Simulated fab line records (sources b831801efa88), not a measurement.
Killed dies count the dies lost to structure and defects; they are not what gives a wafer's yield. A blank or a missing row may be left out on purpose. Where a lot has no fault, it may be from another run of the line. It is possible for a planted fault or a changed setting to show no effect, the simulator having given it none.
A lot that was struck, set against a sound lot | flow gf180mcu | 18 steps out of a route of 602
Sound: wafers L707.1, L707.2, L707.6. Wafers L719.3, L719.4, L719.6 were the ones struck. The cause is named last.
For every step that has rows: the tool of each side, followed by ch and its chambers, followed by its first start. Under that, the readings that differ: sound wafers | struck wafers | difference of the means | sigmas: that difference in standard deviations of wafers without a fault.
alike: a reading whose means differ by less than 2 such deviations, as well as words and numbers matching on both sides. not compared: withheld readings; readings where some wafer has no value; bounds like >300 that might hide an equal value; numbers whose values overlap and for which the record gives no deviation.
The two part at a step that has a row with sigmas, a row that says differs or no value, or rows on one side only. Numbers that don't overlap but have no deviation are shown without sigmas and don't part them. Lack of a reading on every wafer of one side parts them only where that side has two or more wafers.

first, 3 steps without rows for these wafers: GF_V3_EXPOSE_11 (exposes mask Via3, target cd 260 nm); GF_V3_PEB_12 (peb time 90 s); GF_V3_DEVELOP_13 (develop time 60 s).
GF_V3_CD_MEAS_14: target cd 260 nm.
  sound on cdSem-02 at day 23 00:02; struck on cdSem-01 at day 27 07:21
  alike: cdNm
GF_V3_OVL_MEAS_15:
  sound on overlay-01 at day 23 00:09; struck on overlay-02 at day 27 07:26
  alike: V3_OVL
GF_V3_ETCH_16: etches BARC in N2/H2.
  sound on rieDiel-04 ch 0,3, day 23 00:11; struck on rieDiel-04 ch 0,1,2, day 27 07:28
  alike: drypumpMotorCurrentA, oesProductAu, throttleValvePct
GF_V3_ETCH_17: etches SiO2 in C4F8/O2/Ar, stops on TiN, target depth 635 nm.
  sound: rieDiel-04 ch 0,3; struck: rieDiel-04 ch 0,1,2
  alike: oesProductAu
GF_V3_STRIP_18: strips in O2/N2.
  sound on plasmaAsher-03 ch 0,1, day 23 00:19; struck on plasmaAsher-03 ch 0,1, day 27 07:38
  alike: drypumpMotorCurrentA, heaterPowerW, oesProductAu
  not compared: rfHoursCounterH
then, 3 steps without rows for these wafers: GF_V3_STRIP_19 (strips in post etch residue remover, time 1200 s); GF_V3_CLEAN_20 (cleans in DIW); GF_V3_SPUTTER_21 (material Ti, target thk 15 nm, time 80.02 s).
GF_V3_SPUTTER_22: material TiN, target thk 10 nm, time 40 s.
  sound on pvdSputter-04 at day 23 00:55; struck on pvdSputter-01 at day 27 08:11
  alike: throttleValvePct
GF_V3_CVD_23: deposits W, target thk 350 nm, time 104.9 s.
  sound on cvdW-01 ch 0,1, day 23 00:57; struck on cvdW-01 ch 0,1, day 27 08:16
reading                         | sound                | struck               | difference | sigmas
susceptorTempC (C)              | 399.49 399.73 399.87 | 417.79 417.90 418.11 | +18.24     | +76
model.W_of_V3_CVD_23.thkNm (nm) | 348.8 352.8 354      | 485.9 482.1 487.3    | +133.2     | 
  alike: heaterPowerW
GF_V3_RS_MEAS_24: a four-point-probe measurement.
  sound on filmMetro-04 at day 23 01:04; struck on filmMetro-04 at day 27 08:40
reading          | sound             | struck            | difference | sigmas
V3_W_RS (ohm/sq) | 0.329 0.324 0.324 | 0.235 0.237 0.234 | -0.090     | -29
  not compared: hold
GF_V3_THK_MEAS_25: measures by xrf.
  sound on filmMetro-04 at day 23 01:11; struck on filmMetro-04 at day 27 12:22
reading       | sound       | struck      | difference | sigmas
V3_W_THK (nm) | 353 355 357 | 492 487 496 | +137       | +24
  not compared: hold
GF_V3_CMP_26: polishes, stops on SiO2, t overpolish 15 s, target thk 0 nm.
  sound on cmp-02 ch 1,2,3, day 23 01:14; struck on cmp-02 ch 0,1,2, day 27 14:42
reading             | sound    | struck                                                                  | difference                   | sigmas
hold                | - - -    | awaitDispo/2.2h/release awaitDispo/2.2h/release awaitDispo/2.2h/release | no value on the sound wafers | 
timeToEndpointS (s) | 87 91 85 | 115 116 114                                                             | +27                          | +8
  alike: motorCurrentA
GF_M4_SPUTTER_00: material Ti, target thk 37.5 nm, time 150 s.
  sound on pvdSputter-01 at day 23 01:32; struck on pvdSputter-03 at day 27 14:54
  alike: throttleValvePct
-- the record jumps here: 5 days lie between the struck wafers' starts before and after (it left off in module M4 and takes up again in module PASSIVATION, whose first step shown is number 602 of the route) --
GF_PASSIVATION_PROBE_99:
  only the struck wafers here have rows in the record (prober-01, day 33 01:22); the sound ones have none

## WHERE THEY PART
Earliest at GF_V3_CVD_23; latest, in this record, at GF_PASSIVATION_PROBE_99.

WHY: what had been put in by the simulator
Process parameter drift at GF_V3_CVD_23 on cvdW-01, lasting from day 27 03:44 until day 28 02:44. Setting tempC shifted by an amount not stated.
